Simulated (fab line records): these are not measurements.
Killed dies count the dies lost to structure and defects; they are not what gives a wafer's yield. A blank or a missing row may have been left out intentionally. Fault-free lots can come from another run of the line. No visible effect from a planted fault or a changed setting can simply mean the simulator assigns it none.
What tool caused it? -- flow gf180mcu -- 7 lots with 19 wafers sampled at 2 steps, on a route of 602 steps

WHAT THE GAUGES READ, wafer by wafer
GF_V2_OVL_MEAS_15.
lot,measured,on,V2_OVL (nm)
L146,day 20 13:27,overlay-02,-2 -9 -1
L148,day 21 06:48,overlay-01,-6 -9 -7
L153,day 23 09:34,overlay-01,-2 3
L156,day 24 15:34,overlay-02,-2 -5
L164,day 26 18:05,overlay-02,7 11 6
L166,day 27 12:45,overlay-01,-6 -5 4
L168,day 28 11:16,overlay-02,1 1 1

TOOL THAT RAN EACH LOT (tool first, then ch and the chambers of the sampled wafers, then the start)
lot,GF_M2_STRIP_17
L146,"plasma_asher-01 ch 0,1, day 19 11:30"
L148,"plasma_asher-04 ch 0,1, day 20 05:08"
L153,"plasma_asher-01 ch 0,1, day 22 09:34"
L156,"plasma_asher-01 ch 0,1, day 23 08:35"
L164,"plasma_asher-02 ch 0,1, day 25 20:09"
L166,"plasma_asher-02 ch 1, day 26 15:05"
L168,"plasma_asher-04 ch 0,1, day 27 14:27"
- GF_M2_STRIP_17: strips in O2/N2.

THE ANSWER, worked out from the rows above alone
Rule: the lots themselves supply what counts as usual. The widest of any qualifying gaps counts: lots, ordered by their means at a reading, are off when they make up no more than a third of the lots, leave a main group of 4 or more, and stand apart from it by 3 or more times the standard deviation of that group's means. A main group whose means are all the same, to the digits that the tables above print for the reading, isn't used. A lot without any number at a reading at which 4 lots or more have one is off too. The other lots that the step has rows for count as sound.
Nothing can be told from this: no lot is off at any reading shown.

WHAT WAS PUT IN BY THE SIMULATOR
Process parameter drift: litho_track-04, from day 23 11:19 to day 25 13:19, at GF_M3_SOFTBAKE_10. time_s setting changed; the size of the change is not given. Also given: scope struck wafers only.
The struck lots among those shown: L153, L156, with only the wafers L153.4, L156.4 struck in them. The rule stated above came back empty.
